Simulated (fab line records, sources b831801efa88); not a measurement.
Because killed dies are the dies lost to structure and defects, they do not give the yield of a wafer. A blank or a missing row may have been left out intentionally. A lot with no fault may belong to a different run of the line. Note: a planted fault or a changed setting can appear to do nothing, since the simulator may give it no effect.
The tool behind it: which one? -- flow sky130 -- 30 wafers from 10 lots sampled at 3 of the route's 708 steps

== WHAT THE GAUGES SHOWED, per wafer ==
SKY_FIELD_ISO_THK_MEAS_02. Usual: FIELD_ISO_OXIDATION_00_THK 11.89 nm, standard deviation 0.23.
lot,measured,on,FIELD_ISO_OXIDATION_00_THK (nm),flag
L117,day 1 17:59,filmMetro-01,12.10 12.08 12.31,
L118,day 1 22:29,filmMetro-04,11.67 11.86 11.72,
L119,day 2 02:40,filmMetro-04,11.66 11.77 11.99,
L122,day 2 17:41,filmMetro-04,11.61 11.52 11.76,
L130,day 4 09:46,filmMetro-04,11.55 11.35 11.48,
L134,day 5 05:39,filmMetro-02,11.56 11.66 11.60,
L135,day 5 12:22,filmMetro-01,11.75 11.45 11.75,
L136,day 5 17:49,filmMetro-02,11.80 12.17 11.91,
L137,day 5 21:16,filmMetro-02,11.75 11.63 11.71,
L139,day 6 06:38,filmMetro-04,12.00 12.02 11.90,

SKY_VT_ADJUST_HVTP_TW_MEAS_11. Usual: VT_ADJUST_HVTP_TW 1351, standard deviation 12.
lot,measured,on,VT_ADJUST_HVTP_TW,flag
L117,day 6 22:43,filmMetro-02,1350 1351 1349,
L118,day 6 22:49,filmMetro-01,1372 1370 1377,
L119,day 6 22:55,filmMetro-03,1336 1337 1332,
L122,day 7 23:20,filmMetro-01,1369 1353 1356,
L130,day 9 22:06,filmMetro-02,1350 1343 1345,
L134,day 10 17:25,filmMetro-02,1344 1346 1341,
L135,day 11 03:57,filmMetro-01,1359 1359 1359,
L136,day 11 09:28,filmMetro-01,1358 1358 1361,
L137,day 11 14:45,filmMetro-01,1358 1352 1359,
L139,day 12 01:26,filmMetro-01,1366 1363 1360,

== TOOL THAT RAN EACH LOT (tool first, then ch and the chambers of the sampled wafers, then the start) ==
lot,SKY_FIELD_ISO_ETCH_17
L117,"rieSi-01 ch 1,2,3, day 2 12:50"
L118,"rieSi-02 ch 0,1,2, day 2 15:39"
L119,"rieSi-02 ch 0,1,3, day 2 20:14"
L122,"rieSi-01 ch 0,2, day 3 11:19"
L130,"rieSi-02 ch 0,1,2, day 5 08:03"
L134,"rieSi-01 ch 0,1, day 6 04:01"
L135,"rieSi-01 ch 2,3, day 6 10:59"
L136,"rieSi-01 ch 0,1,3, day 6 15:12"
L137,"rieSi-02 ch 0,1,2, day 6 19:00"
L139,"rieSi-01 ch 0,1,3, day 7 04:55"
- SKY_FIELD_ISO_ETCH_17: etches Si in HBr/Cl2/O2, target depth 342 nm, time 97.7 s.

== WHAT THE TOOLS THEMSELVES READ (means of the sampled wafers that have a number; where no wafer has one, the mark that the record gives instead) ==
SKY_FIELD_ISO_ETCH_17. Usual: drypumpMotorCurrentA 5.6 A, standard deviation 0.39; heBacksideLeakSccm 2.85 sccm, standard deviation 0.23; oesProductAu 0.995 a.u., standard deviation 0.0092; throttleValvePct 25.660 %, standard deviation 0.009.
lot,tool,drypumpMotorCurrentA (A),heBacksideLeakSccm (sccm),oesProductAu (a.u.),throttleValvePct (%),flag
L117,rieSi-01,5.8,2.81,0.993,25.663,
L118,rieSi-02,5.6,3.04,0.998,25.656,
L119,rieSi-02,5.6,2.79,0.990,25.655,
L122,rieSi-01,5.9,3.20,0.991,25.663,
L130,rieSi-02,5.6,2.91,0.993,25.657,
L134,rieSi-01,5.3,2.58,0.989,25.669,
L135,rieSi-01,5.8,2.81,0.999,25.664,
L136,rieSi-01,5.3,2.74,0.989,25.659,
L137,rieSi-02,5.6,2.95,0.982,25.670,
L139,rieSi-01,5.3,2.82,0.992,25.662,

== THE ANSWER, worked out from the rows above alone ==
Rule: lot off if the mean of its wafers having a number is beyond 3 standard deviations from the usual mean. Also off: a lot with no number at a reading for which 4 or more lots have one. The other lots that the step has rows for count as sound. After the gauges, taken in route order, come the tools' own readings; for these a lot's mean is taken, as printed above. The first step at which some lot is off is used, and at that step the reading that is off furthest; a lot without a number counts as furthest.
Across all readings shown, no lot is off: no conclusion can be drawn from this.

== WHAT THE SIMULATOR HAD PUT IN ==
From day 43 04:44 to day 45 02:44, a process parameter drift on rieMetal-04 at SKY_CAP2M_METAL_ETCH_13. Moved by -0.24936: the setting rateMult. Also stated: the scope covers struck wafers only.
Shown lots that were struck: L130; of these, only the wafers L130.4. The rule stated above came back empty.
